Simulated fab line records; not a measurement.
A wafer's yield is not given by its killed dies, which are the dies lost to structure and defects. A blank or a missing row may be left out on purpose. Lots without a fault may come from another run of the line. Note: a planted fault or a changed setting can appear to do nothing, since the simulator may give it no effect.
Struck lot and sound lot, side by side    flow sky130    16 out of 708 route steps
Sound: wafers L402.1, L402.3, L402.6. Wafers L403.1, L403.3, L403.5 were the ones struck. Last of all comes the cause.
Each step with rows lists, per side, the tool, then ch with its chambers, then its first start. Under that, the readings that differ: sound wafers    struck wafers    difference of the means    sigmas: that difference in standard deviations of wafers without a fault.
alike: a reading whose means differ by less than 2 such deviations, as well as words and numbers matching on both sides. not compared: withheld readings; readings where some wafer has no value; bounds like >300 that might hide an equal value; numbers whose values overlap and for which the record gives no deviation.
Wherever a step has rows on one side only, a row that says differs or no value, or a row with sigmas, the two part there. Numbers that have no deviation but don't overlap get no sigmas and don't part them. A reading missing from all wafers of one side parts the sides only when that side holds two or more wafers.

first, 4 steps without rows for these wafers: SKY_LDD_N_IMPLANT_12; SKY_LDD_N_IMPLANT_13; SKY_LDD_N_IMPLANT_14; SKY_LDD_N_IMPLANT_15.
SKY_LDD_N_STRIP_16: strips in O2/N2.
  sound on plasma_asher-04 ch 0,1, day 22 07:57; struck on plasma_asher-01 ch 0,1, day 22 07:21
  alike: chamber_pressure_mTorr, drypump_motor_current_A, o2_flow_sccm, oes_product_au, strip_time_to_endpoint_s
  not compared: rf_hours_counter_h
SKY_LDD_N_TW_MEAS_17:
  sound on film_metro-02, day 22 08:03; struck on film_metro-01, day 22 07:27
reading   sound           struck          difference  sigmas
LDD_N_TW  2573 2571 2591  2614 2601 2612  +31         +2
then, 6 steps without rows for these wafers: SKY_LDD_P_DEHYDRATE_00 (time 60 s); SKY_LDD_P_HMDS_01 (prime time 60 s); SKY_LDD_P_COAT_02 (resist thk 1140 nm); SKY_LDD_P_SOFTBAKE_03 (time 60 s); SKY_LDD_P_EXPOSE_04 (exposes mask PSDM, target cd 380 nm); SKY_LDD_P_PEB_05.
SKY_LDD_P_DEVELOP_06: develop time 60 s.
  sound on litho_track-03 ch 0, day 23 14:02; struck on litho_track-01 ch 0, day 23 13:38
SKY_LDD_P_CD_MEAS_07: the cd target is 380 nm.
  sound on cd_sem-01, day 23 14:11; struck on cd_sem-02, day 23 13:47
reading     sound              struck             difference  sigmas
cd_nm (nm)  382.3 381.0 382.3  255.7 250.8 253.2  -128.6      -44
SKY_LDD_P_OVL_MEAS_08:
  sound on overlay-02, day 23 14:19; struck on overlay-02, day 23 13:54
reading         sound           struck       difference  sigmas
LDD_P_OVL (nm)  -0.5 -1.7 -2.0  2.9 2.7 2.6  +4.1        +3
-- here the record skips 25 days between the struck wafers' starts before and after, leaving off in module LDD_P and picking up in module PAD_OPEN (first step shown: number 708 of the route) --
SKY_PAD_OPEN_PROBE_99:
  sound on prober-01, day 48 16:53; struck on prober-02, day 48 14:53
  alike: killed_at_M0_to_M3, killed_at_M4_up, killed_at_contacts, killed_at_front_end, killed_at_other, killed_dies, killed_open, killed_short

WHERE THEY PART
At SKY_LDD_N_TW_MEAS_17 first; at SKY_LDD_P_OVL_MEAS_08 last (within this record only). Later steps at which nothing parts them and some readings are alike: SKY_PAD_OPEN_PROBE_99.

WHY: the cause the simulator had injected
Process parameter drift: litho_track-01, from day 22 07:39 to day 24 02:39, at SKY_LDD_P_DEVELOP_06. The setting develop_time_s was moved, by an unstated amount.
